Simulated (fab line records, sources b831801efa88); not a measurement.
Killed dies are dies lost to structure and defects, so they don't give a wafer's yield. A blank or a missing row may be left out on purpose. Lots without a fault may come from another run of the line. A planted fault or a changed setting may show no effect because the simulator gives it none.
Chamber matching | flow sfq_line | SFQ_TRILAYER_I4_CMP_CMP_100 on cmp-01: 4 sister chambers
The step polishes SiO2. 18 wafers are shown with their chamber, then 9 later ones without.

WAFERS WITH THEIR CHAMBER
wafer  | chamber | motor_current_A (A) | time_to_endpoint_s (s) | edge_zone_pressure_frac
L917.1 | 2       | 10.0                | 209                    | 1.005
L917.3 | 1       | 10.9                | 212                    | 1.005
L917.6 | 1       | 11.1                | 217                    | 1.000
L918.2 | 0       | 9.5                 | 204                    | 0.997
L918.3 | 1       | 10.7                | 210                    | 1.003
L918.4 | 3       | 9.9                 | 202                    | 1.001
L922.2 | 1       | 10.9                | 208                    | 1.000
L922.1 | 0       | 9.8                 | 209                    | 1.002
L922.6 | 2       | 10.3                | 222                    | 0.998
L929.1 | 3       | 10.0                | 207                    | 1.005
L929.3 | 0       | 10.2                | 205                    | 0.993
L929.4 | 2       | 9.5                 | 222                    | 1.003
L930.3 | 1       | 10.7                | 220                    | 1.004
L930.4 | 0       | 9.6                 | 210                    | 1.006
L930.6 | 0       | 9.8                 | 213                    | 0.998
L931.1 | 1       | 10.3                | 214                    | 0.999
L931.3 | 0       | 10.0                | 208                    | 0.998
L931.5 | 3       | 9.6                 | 207                    | 1.009

SIGNATURES (means of the wafers above)
reading                 | chamber 0 | chamber 1 | chamber 2 | chamber 3 | scatter within a chamber
motor_current_A         | 9.817     | 10.767    | 9.933     | 9.833     | 0.282
time_to_endpoint_s      | 208.17    | 213.50    | 217.67    | 205.33    | 4.5
edge_zone_pressure_frac | 0.99900   | 1.00183   | 1.00200   | 1.00500   | 0.00367
Rule: a wafer's distance from a chamber is the root of the sum, over the readings, of the square of ((its reading less the chamber's mean) divided by the reading's scatter). The wafer belongs to the nearest chamber; if the next one is less than 2 further off, it can't be placed. The scatter: the root of (the sum of the squares of (reading less its chamber's mean) over the shown wafers, divided by (wafers less chambers)).

WAFERS WITHOUT THEIR CHAMBER
wafer  | motor_current_A (A) | time_to_endpoint_s (s) | edge_zone_pressure_frac
L934.3 | 9.9                 | 199                    | 0.999
L934.1 | 9.5                 | 204                    | 1.002
L934.6 | 9.4                 | 204                    | 0.999
L935.1 | 10.0                | 191                    | 0.997
L935.3 | 9.9                 | 207                    | 1.002
L935.5 | 10.3                | 211                    | 0.993
L937.1 | 10.3                | 209                    | 1.004
L937.3 | 9.8                 | 215                    | 0.999
L937.6 | 9.5                 | 205                    | 1.000

WHICH CHAMBER EACH WENT THROUGH
wafer  | from the rows above               | in truth
L934.3 | can't be placed: 0 or 3           | 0
L934.1 | can't be placed: 3 or 0 or 2      | 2
L934.6 | can't be placed: 0 or 3 or 2      | 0
L935.1 | can't be placed: 3 or 0 or 1      | 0
L935.3 | can't be placed: 0 or 3 or 2      | 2
L935.5 | can't be placed: 0 or 1 or 2 or 3 | 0
L937.1 | can't be placed: 3 or 1 or 0 or 2 | 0
L937.3 | can't be placed: 2 or 0 or 3      | 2
L937.6 | can't be placed: 0 or 3 or 2      | 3
Placed correctly: 0 of 9. Can't be placed from these rows: 9 (the true chamber is among the candidates in 9). Placed wrongly: 0.
